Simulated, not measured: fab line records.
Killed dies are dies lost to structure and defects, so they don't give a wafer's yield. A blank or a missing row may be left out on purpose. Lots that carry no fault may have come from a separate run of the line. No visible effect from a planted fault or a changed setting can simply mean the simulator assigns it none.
A single fault, viewed from 2 desks	flow sfq_line	numbers are kept per desk, each desk with only its own; the story behind them comes last

== TOOL OWNER'S DESK, pvd_sputter-03 ==
The tool's own readings at SFQ_TRILAYER_M1_DEP_SPUTTER_037 (material Nb, target thk 200 nm, time 133.3 s): means of the sampled wafers that have a number, for each lot that ran on this tool. The brackets show how far a lot's mean lies from the usual mean; more than 4 standard deviations puts the lot out of limits, marked OUT.
Columns: A = cathode_dc_power_W at SFQ_TRILAYER_M1_DEP_SPUTTER_037, usual 2000.0 W; B = substrate_temp_c at SFQ_TRILAYER_M1_DEP_SPUTTER_037, usual 20.00 C; C = throttle_valve_pct at SFQ_TRILAYER_M1_DEP_SPUTTER_037, usual 29.7 %
lot	first seen here	A	B	C
L478	day 16 05:04	1999.9	19.97	29.3
L483	day 19 09:34	1999.7	19.96	29.4
L487	day 20 17:25	1999.9	20.06	29.3
L491	day 23 08:29	2000.1	20.13	28.8
L495	day 25 16:21	2000.2	19.95	29.3
L496	day 26 04:28	1999.9	20.05	29.7
L497	day 26 20:24	1999.7	20.04	29.6
Result from this desk: across the 7 lots, nothing is out of limits.

== THE METROLOGY DESK ==
What the gauges read for every lot (on any tool): the sampled wafers with a number, averaged. The brackets show how far a lot's mean lies from the usual mean; more than 4 standard deviations puts the lot out of limits, marked OUT.
Columns: A = M1_NB_RS at SFQ_M1_RS_MEAS_909, usual 0.887 ohm/sq
lot	first seen here	A
L474	day 14 22:36	0.887
L475	day 15 03:50	0.890
L476	day 15 19:27	0.881
L477	day 15 23:03	0.903
L478	day 16 05:13	0.877
L483	day 19 09:40	0.879
L487	day 20 17:31	1.312 (+52) OUT
L491	day 23 08:38	0.887
L492	day 23 20:35	0.878
L493	day 24 17:02	0.891
L495	day 25 16:26	0.880
L496	day 26 04:34	0.895
L497	day 26 20:29	0.890
This desk reports L487 out of limits; the earliest was L487 at day 20 17:31 (M1_NB_RS at SFQ_M1_RS_MEAS_909). In limits: L474, L475, L476, L477, L478, L483, L491, L492, L493, L495, L496, L497.

== PUT TOGETHER ==
Metrology desk: alarm possible at day 20 17:31 on L487.
The tool owner's desk saw nothing out of limits.
Tool owner's desk: L487 on record, inside its limits.
Of the lots named, all ran SFQ_TRILAYER_M1_DEP_SPUTTER_037 on pvd_sputter-03.

== WHAT THE SIMULATOR HAD INSERTED ==
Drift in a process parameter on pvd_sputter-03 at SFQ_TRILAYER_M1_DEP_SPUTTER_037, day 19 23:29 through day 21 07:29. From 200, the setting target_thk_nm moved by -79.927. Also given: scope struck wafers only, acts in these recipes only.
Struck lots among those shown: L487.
Per desk, hours elapsed from the start of the fault to the first reading out of limits: for the metrology desk, 18.
